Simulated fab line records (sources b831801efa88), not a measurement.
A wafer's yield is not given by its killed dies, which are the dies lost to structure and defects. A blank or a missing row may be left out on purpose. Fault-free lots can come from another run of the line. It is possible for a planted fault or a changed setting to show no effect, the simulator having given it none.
8D (eight disciplines) problem report, filled in by code ; flow sky130 ; the parts of the form that need people (team, actions taken, sign-off) are left out

1. PROBLEM STATEMENT
run-length-s at SKY_PASSIVATION_ETCH_11 reads a mean of 148.1 s on 3 wafers of 2 lots; wafers without a fault read 189.4 s with a standard deviation of 0.41. That is -99 or more standard deviations from the usual mean.
The step: etches the open film in CF4/O2, stops on AlCu, target depth 725 nm, time 161.1 s.
The first sign was on wafer L488.2 at day 47 17:07, on rie-diel-03. Wafers with a number at this step in the record: 33, from 11 lots. By rule, "out" or "out of limits" means more than 4 standard deviations away from the usual mean. Any other wafer with a number is counted as sound.

2. WHAT IT IS, AND WHAT IT ISN'T
question;is;is not
which readings at this step;run-length-s;drypump-motor-current-A, throttle-valve-pct
which lots;L488, L489;L479, L480, L481, L483, L484, L485, L487, L496, L497
which wafers of those lots;L488.2, L488.4, L489.2;L488.5, L489.3, L489.6
read on which tools;rie-diel-03;rie-diel-01, rie-diel-04
when;from day 47 17:07;"up to then (22 sound wafers); but 8 sound wafers of L489, L496, L497 came after"

3. THE SUSPECTS, EACH WITH WHAT RULES IT OUT
Counting: if a tool at a process step up to the reading ran every lot that is out, it stays a suspect. Sound lots after the first of them don't rule it out here, since some wafers of a struck lot are sound.
- rie-diel-03 at SKY_PASSIVATION_ETCH_11 (etches the open film in CF4/O2, stops on AlCu, target depth 725 nm, time 161.1 s): kept. It processed each lot that is out (first: L488, day 47 17:07); up to then, its last sound lot is L485 (day 47 04:10). Its own run-length-s readings are out on those wafers.
After counting, what remains is rie-diel-03 at SKY_PASSIVATION_ETCH_11.

4. THE CAUSE (what the simulator had put in)
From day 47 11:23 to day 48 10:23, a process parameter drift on rie-diel-03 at SKY_PASSIVATION_ETCH_11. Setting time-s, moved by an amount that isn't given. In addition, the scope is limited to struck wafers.
This tool alone remained once counting was done.

5. THE EFFECT CHAIN, in route order
Rows list readings where the struck wafers' mean (over those with a number) sits beyond 3 standard deviations from the usual. Only readings whose record carries a usual standard deviation are examined. hours: median over the lots of the time between each lot's start at the first step of this table that gives one and its start at this step. sigmas: the change, counted in usual standard deviations.
hours;step;reading;usual;on struck wafers;change;sigmas
0;SKY_PASSIVATION_ETCH_11;oes-product-au;0.979 a.u.;1.009;+0.030;+4.1
0;SKY_PASSIVATION_ETCH_11;run-length-s;189.4 s;148.1;-41.3;-99 or more
0;SKY_PASSIVATION_STRIP_12;strip-time-to-endpoint-s;31.45 s;32.85;+1.40;+12
21;SKY_PAD_OPEN_PROBE_99;defect-limited-yield;82.7 %;0.0;-82.7;-46
21;SKY_PAD_OPEN_PROBE_99;killed-at-other;0.2;403.3;+403.1;+99 or more
21;SKY_PAD_OPEN_PROBE_99;killed-dies;85;492;+407;+47
21;SKY_PAD_OPEN_PROBE_99;killed-on-rim;16;96;+80;+20
21;SKY_PAD_OPEN_PROBE_99;sort_bin_5_function;10.1 %;92.8;+82.7;+59
21;SKY_PAD_OPEN_PROBE_99;sort-n-pass;407;0;-407;-47
21;SKY_PAD_OPEN_PROBE_99;sort-yield-pct;82.7 %;0.0;-82.7;-46
It contains these process steps:
- SKY_PASSIVATION_ETCH_11: etches the open film in CF4/O2, stops on AlCu, target depth 725 nm, time 161.1 s.
- SKY_PASSIVATION_STRIP_12: strips in O2/N2.
- SKY_PAD_OPEN_PROBE_99

6. HOW IT WOULD HAVE BEEN CAUGHT EARLIER
In this record no reading fell out of limits until day 47 17:07, 6 hours after the fault had begun at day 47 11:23.
